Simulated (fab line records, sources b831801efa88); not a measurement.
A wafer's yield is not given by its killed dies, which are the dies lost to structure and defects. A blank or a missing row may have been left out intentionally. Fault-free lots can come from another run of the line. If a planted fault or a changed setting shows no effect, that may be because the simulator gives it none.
Matching of chambers || flow gf180mcu || cmp-01 running GF_V1_CMP_26: 4 sister chambers
The step polishes, stops on SiO2, t overpolish 15 s, target thk 0 nm. 4 wafers are shown with their chamber, then 8 later ones without.

## WAFERS, EACH WITH ITS CHAMBER
{"wafer": "L625.2", "chamber": 3, "motor current A (A)": 12.6}
{"wafer": "L625.3", "chamber": 2, "motor current A (A)": 12.1}
{"wafer": "L629.2", "chamber": 0, "motor current A (A)": 10.7}
{"wafer": "L629.5", "chamber": 1, "motor current A (A)": 11.3}

## WAFERS WHOSE CHAMBER IS MISSING
{"wafer": "L629.6", "motor current A (A)": 12.5}
{"wafer": "L630.3", "motor current A (A)": 10.1}
{"wafer": "L630.4", "motor current A (A)": 11.5}
{"wafer": "L630.6", "motor current A (A)": 10.2}
{"wafer": "L631.2", "motor current A (A)": 13.0}
{"wafer": "L631.3", "motor current A (A)": 12.0}
{"wafer": "L631.4", "motor current A (A)": 11.1}
{"wafer": "L634.5", "motor current A (A)": 12.5}

## CHAMBER TAKEN BY EACH
{"wafer": "L629.6", "from the rows above": "can't be placed: 3 or 2", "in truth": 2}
{"wafer": "L630.3", "from the rows above": "can't be placed: 0 or 1", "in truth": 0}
{"wafer": "L630.4", "from the rows above": "can't be placed: 1 or 2 or 0", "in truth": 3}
{"wafer": "L630.6", "from the rows above": "can't be placed: 0 or 1", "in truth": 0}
{"wafer": "L631.2", "from the rows above": "can't be placed: 3 or 2", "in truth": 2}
{"wafer": "L631.3", "from the rows above": "can't be placed: 2 or 3 or 1", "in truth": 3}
{"wafer": "L631.4", "from the rows above": "can't be placed: 1 or 0", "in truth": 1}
{"wafer": "L634.5", "from the rows above": "can't be placed: 3 or 2", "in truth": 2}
Correctly placed: 0 of 8. Not placeable from these rows: 8 (in 7, the candidates include the true chamber). Wrongly placed: 0.
How it was worked out, from the rows above alone: a wafer's distance from a chamber is the root of the sum, over the readings, of the square of ((its reading less the chamber's mean) divided by the reading's scatter). If the next closest chamber is less than 2 further off than the closest, the wafer can't be placed; otherwise it belongs to the closest. The mean given for a chamber averages the wafers shown for that chamber. The scatter (one wafer shown for each chamber): square how far every hidden wafer sits from the nearest shown wafer, average those squares and take the square root.
